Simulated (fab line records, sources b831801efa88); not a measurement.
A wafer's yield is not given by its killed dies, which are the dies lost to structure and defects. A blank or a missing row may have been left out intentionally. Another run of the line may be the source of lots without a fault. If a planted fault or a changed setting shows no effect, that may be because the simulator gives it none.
Matching of chambers	flow gf180mcu	GF_STI_CMP_25 on cmp-02: 4 sister chambers
The step polishes, stops on Si3N4, t overpolish 33 s, target thk 524.6 nm. 8 wafers are shown with their chamber, then 9 later ones without.

WAFERS PAIRED WITH THEIR CHAMBERS
wafer	chamber	motor-current-A (A)	retaining-ring-pressure-frac
L913.4	1	12.2	1.000
L917.3	1	12.5	0.998
L917.6	2	10.7	1.001
L922.2	2	9.8	1.003
L922.3	3	11.4	1.004
L927.2	0	11.5	1.002
L927.3	3	11.0	1.006
L927.6	0	12.0	1.005

WAFERS WITH NO CHAMBER GIVEN
wafer	motor-current-A (A)	retaining-ring-pressure-frac
L929.1	13.6	0.997
L929.2	10.1	0.996
L929.4	12.3	0.994
L932.2	13.5	1.002
L932.3	11.0	0.998
L932.5	10.6	0.994
L934.4	10.9	1.002
L934.5	13.1	1.001
L934.6	11.7	0.989

EACH ONE'S CHAMBER
wafer	from the rows above	in truth
L929.1	1	1
L929.2	2	2
L929.4	1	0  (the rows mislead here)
L932.2	can't be placed: 1 or 0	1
L932.3	can't be placed: 2 or 1 or 0 or 3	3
L932.5	can't be placed: 2 or 1 or 0 or 3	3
L934.4	can't be placed: 2 or 3 or 0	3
L934.5	can't be placed: 1 or 0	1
L934.6	1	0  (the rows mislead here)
Correct placement for 2 of the 9. Can't be placed from these rows: 5 (the true chamber is among the candidates in 5). 2 placed wrongly.
How it was worked out, from the rows above alone: a wafer's distance from a chamber is the root of the sum, over the readings, of the square of ((its reading less the chamber's mean) divided by the reading's scatter). The wafer belongs to the nearest chamber; if the next one is less than 2 further off, it can't be placed. The mean given for a chamber averages the wafers shown for that chamber. The scatter is the square root of a quotient: the sum, over the shown wafers, of each reading's squared deviation from its chamber's mean, divided by wafers minus chambers.
